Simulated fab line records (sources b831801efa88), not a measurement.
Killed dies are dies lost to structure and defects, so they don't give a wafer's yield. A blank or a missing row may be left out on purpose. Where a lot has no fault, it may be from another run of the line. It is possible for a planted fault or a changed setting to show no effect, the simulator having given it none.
Which tool was responsible?	flow gf180mcu	Sampling: 6 lots, 18 wafers, 3 of 602 route steps

## WHAT THE GAUGES SHOWED, per wafer
GF_VT_IMPLANT_TW_MEAS_43.
lot	measured	on	VT_IMPLANT_4_TW
L315	day 7 20:58	filmMetro-01	688 693 688
L317	day 8 10:01	filmMetro-02	699 702 703
L319	day 8 23:23	filmMetro-02	702 704 702
L321	day 9 11:10	filmMetro-02	701 703 707
L324	day 10 09:23	filmMetro-04	697 695 700
L331	day 12 07:02	filmMetro-01	509 511 509

## WHAT TOOL EACH LOT RAN ON (gives the tool, then ch and the chambers of the sampled wafers, and finally the start)
lot	GF_DNWELL_STRIP_08	GF_VT_IMPLANT_IMPLANT_41
L315	plasmaAsher-04 ch 0,1, day 3 00:44	implanter-01 ch 0, day 7 20:43
L317	plasmaAsher-04 ch 0,1, day 3 10:26	implanter-04 ch 0, day 8 09:47
L319	plasmaAsher-03 ch 0,1, day 3 22:56	implanter-01 ch 0, day 8 23:10
L321	plasmaAsher-01 ch 1, day 4 06:38	implanter-04 ch 0, day 9 10:55
L324	plasmaAsher-04 ch 0,1, day 4 23:59	implanter-03 ch 0, day 10 09:08
L331	plasmaAsher-01 ch 0,1, day 6 11:50	implanter-03 ch 0, day 12 06:47
- GF_DNWELL_STRIP_08: strips in O2/N2.
- GF_VT_IMPLANT_IMPLANT_41

## THE ANSWER, worked out from the rows above alone
Rule: the lots themselves supply what counts as usual. The widest of any qualifying gaps counts: lots, ordered by their means at a reading, are off when they make up no more than a third of the lots, leave a main group of 4 or more, and stand apart from it by 3 or more times the standard deviation of that group's means. A main group whose means are all the same, to the digits that the tables above print for the reading, isn't used. Also off: a lot with no number at a reading for which 4 or more lots have one. All remaining lots with rows at the step are treated as sound.
Off: at GF_VT_IMPLANT_TW_MEAS_43 (VT_IMPLANT_4_TW), L331. Main group: mean 699, sd 5.1.
A tool fits if, at a process step before that reading, it ran every lot that is off, and no sound lot after the first of them. Those tools and the gauges at GF_VT_IMPLANT_TW_MEAS_43 are tried in the same way. Can't be told from this: 3 tools fit, plasmaAsher-01 at GF_DNWELL_STRIP_08, implanter-03 at GF_VT_IMPLANT_IMPLANT_41, filmMetro-01 at GF_VT_IMPLANT_TW_MEAS_43.

## WHAT WAS PUT IN BY THE SIMULATOR
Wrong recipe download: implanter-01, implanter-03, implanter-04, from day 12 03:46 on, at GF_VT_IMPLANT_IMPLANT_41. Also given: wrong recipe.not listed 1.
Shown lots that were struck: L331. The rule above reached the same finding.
